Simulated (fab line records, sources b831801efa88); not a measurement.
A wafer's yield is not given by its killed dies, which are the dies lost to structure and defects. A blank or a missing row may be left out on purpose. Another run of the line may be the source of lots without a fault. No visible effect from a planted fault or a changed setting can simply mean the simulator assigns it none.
Which tool did it? | flow sky130 | 13 lots with 39 wafers sampled at 5 steps, on a route of 708 steps

== WHAT EACH GAUGE READ, for each wafer ==
SKY_FIELD_ISO_THK_MEAS_25. Usual: FIELD_ISO_CVD_24_THK gives 597 nm (standard deviation 6.6).
lot  | measured    | on            | FIELD_ISO_CVD_24_THK (nm) | flag
L769 | day 2 06:26 | film_metro-01 | 598 601 591               |
L772 | day 2 23:16 | film_metro-02 | 585 591 602               |
L776 | day 4 03:24 | film_metro-01 | 596 603 590               |
L778 | day 4 07:27 | film_metro-01 | 592 596 598               |
L780 | day 4 14:37 | film_metro-02 | 610 593 604               |
L782 | day 5 02:29 | film_metro-01 | 590 590 601               |
L783 | day 5 10:19 | film_metro-01 | 612 607 594               |
L784 | day 5 14:28 | film_metro-01 | 598 591 594               |
L786 | day 6 01:53 | film_metro-02 | 593 597 591               |
L788 | day 6 10:12 | film_metro-01 | 596 589 595               |
L790 | day 6 22:58 | film_metro-02 | 593 604 601               |
L791 | day 7 04:18 | film_metro-04 | 596 601 591               |
L792 | day 7 07:38 | film_metro-01 | 596 591 607               |

SKY_VT_ADJUST_HVTR_TW_MEAS_11. Usual: VT_ADJUST_HVTR_TW gives 210.4 (standard deviation 1.3).
lot  | measured     | on            | VT_ADJUST_HVTR_TW | flag
L769 | day 9 12:35  | film_metro-03 | 208.4 209.3 208.4 |
L772 | day 11 00:50 | film_metro-01 | 211.9 212.6 212.4 |
L776 | day 12 12:39 | film_metro-01 | 211.2 210.8 211.2 |
L778 | day 12 16:05 | film_metro-03 | 187.1 185.9 186.4 | OFF
L780 | day 12 20:31 | film_metro-02 | 186.4 188.3 187.1 | OFF
L782 | day 13 17:11 | film_metro-02 | 187.0 187.5 186.5 | OFF
L783 | day 14 06:18 | film_metro-01 | 213.2 212.9 213.8 |
L784 | day 14 12:32 | film_metro-03 | 209.7 209.6 210.9 |
L786 | day 15 01:11 | film_metro-03 | 209.8 210.3 209.5 |
L788 | day 15 13:50 | film_metro-02 | 210.7 210.6 210.2 |
L790 | day 16 12:22 | film_metro-02 | 211.0 210.8 211.0 |
L791 | day 16 17:05 | film_metro-03 | 212.5 210.7 210.8 |
L792 | day 16 19:58 | film_metro-01 | 212.8 211.5 212.9 |

== WHICH TOOL RAN EACH LOT (tool, then ch and the chambers of the sampled wafers, then the start) ==
lot  | SKY_FIELD_ISO_ETCH_17           | SKY_PWDE_STRIP_09                   | SKY_VT_ADJUST_HVTR_IMPLANT_09
L769 | rie_si-01 ch 0,1,3, day 2 04:42 | plasma_asher-04 ch 0,1, day 3 17:36 | implanter-02 ch 0, day 9 12:22
L772 | rie_si-02 ch 0,2,3, day 2 20:33 | plasma_asher-03 ch 0,1, day 4 22:49 | implanter-02 ch 0, day 11 00:35
L776 | rie_si-01 ch 2,3, day 3 20:09   | plasma_asher-03 ch 0,1, day 5 23:51 | implanter-02 ch 0, day 12 12:26
L778 | rie_si-01 ch 1,2, day 4 03:02   | plasma_asher-03 ch 0,1, day 6 03:19 | implanter-02 ch 0, day 12 15:51
L780 | rie_si-02 ch 1,3, day 4 12:45   | plasma_asher-04 ch 0,1, day 6 08:06 | implanter-02 ch 0, day 12 20:17
L782 | rie_si-02 ch 0,2,3, day 5 00:23 | plasma_asher-03 ch 0,1, day 6 23:34 | implanter-02 ch 0, day 13 16:56
L783 | rie_si-02 ch 2,3, day 5 06:24   | plasma_asher-01 ch 0,1, day 7 08:21 | implanter-04 ch 0, day 14 06:05
L784 | rie_si-02 ch 0,2,3, day 5 12:00 | plasma_asher-01 ch 0,1, day 7 12:01 | implanter-03 ch 0, day 14 12:17
L786 | rie_si-01 ch 0,1, day 6 00:12   | plasma_asher-01 ch 0,1, day 7 22:40 | implanter-03 ch 0, day 15 00:56
L788 | rie_si-02 ch 0,2, day 6 08:33   | plasma_asher-04 ch 0,1, day 8 07:10 | implanter-03 ch 0, day 15 13:35
L790 | rie_si-02 ch 0,1,3, day 6 20:18 | plasma_asher-04 ch 0,1, day 9 01:18 | implanter-04 ch 0, day 16 12:10
L791 | rie_si-02 ch 1,2,3, day 6 23:27 | plasma_asher-01 ch 0,1, day 9 05:07 | implanter-03 ch 0, day 16 16:50
L792 | rie_si-01 ch 2,3, day 7 04:36   | plasma_asher-03 ch 0,1, day 9 06:17 | implanter-02 ch 0, day 16 19:45
- SKY_FIELD_ISO_ETCH_17: etches Si in HBr/Cl2/O2, target depth 342 nm, time 97.7 s.
- SKY_PWDE_STRIP_09: strips in O2/N2.
- SKY_VT_ADJUST_HVTR_IMPLANT_09

== AS READ BY THE TOOLS THEMSELVES (means over the sampled wafers that have a number; for cases with no such wafer, the mark the record gives instead) ==
SKY_FIELD_ISO_ETCH_17. Usual: O2_flow_sccm 6.001 sccm, standard deviation 0.018; drypump_motor_current_A 5.6 A, standard deviation 0.51; oes_product_au 1.000 a.u., standard deviation 0.0083; throttle_valve_pct 25.657 %, standard deviation 0.01.
lot  | tool      | O2_flow_sccm (sccm) | drypump_motor_current_A (A) | oes_product_au (a.u.) | throttle_valve_pct (%) | flag
L769 | rie_si-01 | 6.007               | 5.3                         | 0.999                 | 25.654                 |
L772 | rie_si-02 | 6.000               | 5.6                         | 0.999                 | 25.655                 |
L776 | rie_si-01 | 6.012               | 5.8                         | 0.996                 | 25.665                 |
L778 | rie_si-01 | 6.015               | 6.3                         | 1.012                 | 25.653                 |
L780 | rie_si-02 | 6.000               | 5.7                         | 0.996                 | 25.658                 |
L782 | rie_si-02 | 6.003               | 5.6                         | 0.989                 | 25.667                 |
L783 | rie_si-02 | 6.007               | 5.4                         | 0.991                 | 25.653                 |
L784 | rie_si-02 | 5.983               | 5.6                         | 0.995                 | 25.661                 |
L786 | rie_si-01 | 6.016               | 5.1                         | 0.999                 | 25.654                 |
L788 | rie_si-02 | 6.005               | 5.4                         | 0.993                 | 25.654                 |
L790 | rie_si-02 | 5.994               | 5.7                         | 1.008                 | 25.654                 |
L791 | rie_si-02 | 5.997               | 5.5                         | 1.001                 | 25.655                 |
L792 | rie_si-01 | 6.006               | 5.8                         | 1.003                 | 25.653                 |

SKY_PWDE_STRIP_09. Usual: drypump_motor_current_A 5.7 A, standard deviation 0.31; oes_product_au 0.723 a.u., standard deviation 0.0046; strip_time_to_endpoint_s 36.93 s, standard deviation 0.087.
lot  | tool            | drypump_motor_current_A (A) | oes_product_au (a.u.) | strip_time_to_endpoint_s (s) | flag
L769 | plasma_asher-04 | 5.6                         | 0.727                 | 36.96                        |
L772 | plasma_asher-03 | 5.5                         | 0.721                 | 37.01                        |
L776 | plasma_asher-03 | 5.5                         | 0.722                 | 37.02                        |
L778 | plasma_asher-03 | 5.6                         | 0.722                 | 36.83                        |
L780 | plasma_asher-04 | 5.6                         | 0.725                 | 37.01                        |
L782 | plasma_asher-03 | 5.6                         | 0.719                 | 37.02                        |
L783 | plasma_asher-01 | 6.0                         | 0.725                 | 36.89                        |
L784 | plasma_asher-01 | 6.1                         | 0.721                 | 36.98                        |
L786 | plasma_asher-01 | 6.1                         | 0.724                 | 36.74                        |
L788 | plasma_asher-04 | 5.4                         | 0.720                 | 36.99                        |
L790 | plasma_asher-04 | 5.6                         | 0.719                 | 36.87                        |
L791 | plasma_asher-01 | 6.0                         | 0.721                 | 36.93                        |
L792 | plasma_asher-03 | 5.7                         | 0.727                 | 36.99                        |

SKY_VT_ADJUST_HVTR_IMPLANT_09. Usual: dose_ions_cm2 2.1001e+12, standard deviation 2.2e+09; faraday_current_uA 11.84, standard deviation 0.23.
lot  | tool         | dose_ions_cm2 | faraday_current_uA | flag
L769 | implanter-02 | 2.1025e+12    | 11.76              |
L772 | implanter-02 | 2.0983e+12    | 11.81              |
L776 | implanter-02 | 2.0952e+12    | 11.76              |
L778 | implanter-02 | 1.3823e+12    | 7.78               | OFF
L780 | implanter-02 | 1.3816e+12    | 7.81               | OFF
L782 | implanter-02 | 1.3842e+12    | 7.76               | OFF
L783 | implanter-04 | 2.0998e+12    | 12.10              |
L784 | implanter-03 | 2.1016e+12    | 11.78              |
L786 | implanter-03 | 2.1009e+12    | 11.95              |
L788 | implanter-03 | 2.1000e+12    | 11.97              |
L790 | implanter-04 | 2.1014e+12    | 11.85              |
L791 | implanter-03 | 2.0989e+12    | 11.95              |
L792 | implanter-02 | 2.0985e+12    | 11.62              |

== THE ANSWER, worked out from the rows above alone ==
Rule: a lot is off if the mean of its wafers that have a number lies more than 3 standard deviations from the usual mean. A lot without any number at a reading at which 4 lots or more have one is off too. Where the step has rows for the other lots, those lots are counted as sound. The gauges are gone through in route order, then the tools' own readings, and for those a lot's mean is taken as printed above. The first step at which some lot is off is used, and at that step the reading that is off furthest; a lot without a number counts as furthest.
Off: L778, L780, L782, at SKY_VT_ADJUST_HVTR_TW_MEAS_11 (VT_ADJUST_HVTR_TW).
If a tool, at a process step before that reading, ran all the lots that are off and no sound lot after the first of them, it fits. The gauges at SKY_VT_ADJUST_HVTR_TW_MEAS_11 aren't tried: what is off there is off at SKY_VT_ADJUST_HVTR_IMPLANT_09 too, on other tools, and a gauge's error can't cause that. Not one of the candidates tried fits.

== WHAT THE SIMULATOR HAD PUT IN ==
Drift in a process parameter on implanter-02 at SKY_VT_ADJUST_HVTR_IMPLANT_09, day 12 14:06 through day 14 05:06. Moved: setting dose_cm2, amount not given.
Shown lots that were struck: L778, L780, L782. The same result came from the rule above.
